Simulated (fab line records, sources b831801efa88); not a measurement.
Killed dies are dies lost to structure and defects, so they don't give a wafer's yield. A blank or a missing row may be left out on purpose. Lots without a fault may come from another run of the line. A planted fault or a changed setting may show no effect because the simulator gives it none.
One fault seen from 2 desks | flow gf180mcu | each desk has only its own numbers; what lay behind them comes last

THE METROLOGY DESK
What the gauges read, lot by lot, whatever tool the lot ran on: means of the sampled wafers that have a number. A lot is out of limits, marked OUT, if its mean lies more than 4 standard deviations from the usual mean; the brackets give that distance.
Columns: A = HV_LDD_2_TW at GF_HV_LDD_TW_MEAS_23, usual 1058; B = NSD_RS at GF_PSD_RS_MEAS_14, usual 46.61 ohm/sq; C = PSD_RS at GF_PSD_RS_MEAS_15, usual 108.69 ohm/sq; D = SAB_OVL at GF_SAB_OVL_MEAS_10, usual 0.1 nm
lot  | first seen here | A    | B     | C      | D
L449 | day 11 06:10    | 1073 | 46.51 | 108.91 | -1.3
L450 | day 11 16:43    | 1064 | 46.65 | 108.94 | -2.6
L453 | day 12 17:31    | 1048 | 46.60 | 108.52 | 1.5
L454 | day 12 22:36    | 1065 | 46.57 | 108.49 | -0.2
L455 | day 13 02:54    | 1047 | 46.54 | 108.65 | -1.7
L456 | day 13 08:20    | 1068 | 46.44 | 108.17 | 4.2
L457 | day 13 20:03    | 1067 | 46.63 | 108.94 | 1.3
L458 | day 14 00:59    | 1065 | 46.64 | 108.73 | -1.1
L461 | day 14 20:11    | 1051 | 46.67 | 108.57 | 1.7
L465 | day 16 06:54    | 1046 | 46.72 | 108.04 | -2.2
L468 | day 17 06:04    | 1061 | 46.65 | 107.76 | 0.5
L469 | day 17 12:07    | 1058 | 46.56 | 108.60 | -0.4
L470 | day 17 21:49    | 1065 | 46.61 | 108.42 | -0.3
L471 | day 18 06:52    | 1048 | 46.62 | 108.79 | 0.5
This desk's finding: nothing out of limits on any of the 14 lots.

THE TOOL OWNER'S DESK: implanter-03
The tool's own readings at GF_PSD_IMPLANT_09: means of the sampled wafers that have a number, for each lot that ran on this tool. A lot is out of limits, marked OUT, if its mean lies more than 4 standard deviations from the usual mean; the brackets give that distance.
Columns: A = beam_energy_keV at GF_PSD_IMPLANT_09, usual 39.999
lot  | first seen here | A
L450 | day 15 04:54    | 40.001
L456 | day 17 02:21    | 39.998
L458 | day 17 21:28    | 40.010
L465 | day 20 10:32    | 40.659 (+51) OUT
L468 | day 21 10:13    | 40.671 (+52) OUT
This desk's finding: out of limits on L465, L468; first on L465, day 20 10:32 (beam_energy_keV at GF_PSD_IMPLANT_09). In limits: L450, L456, L458.

PUT TOGETHER
The tool owner's desk could have raised an alarm at day 20 10:32, on L465, L468.
The metrology desk saw nothing out of limits.
The metrology desk has L465, L468 on record, within its limits.
Of the lots named, all ran GF_PSD_IMPLANT_09 on implanter-03.

WHAT THE SIMULATOR HAD PUT IN
Process parameter drift: implanter-03, from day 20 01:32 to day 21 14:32, at GF_PSD_IMPLANT_09. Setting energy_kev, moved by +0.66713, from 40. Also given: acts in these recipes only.
Lots struck among those shown: L465, L468.
Hours from the fault's start to each desk's first reading out of limits: the tool owner's desk, 9.
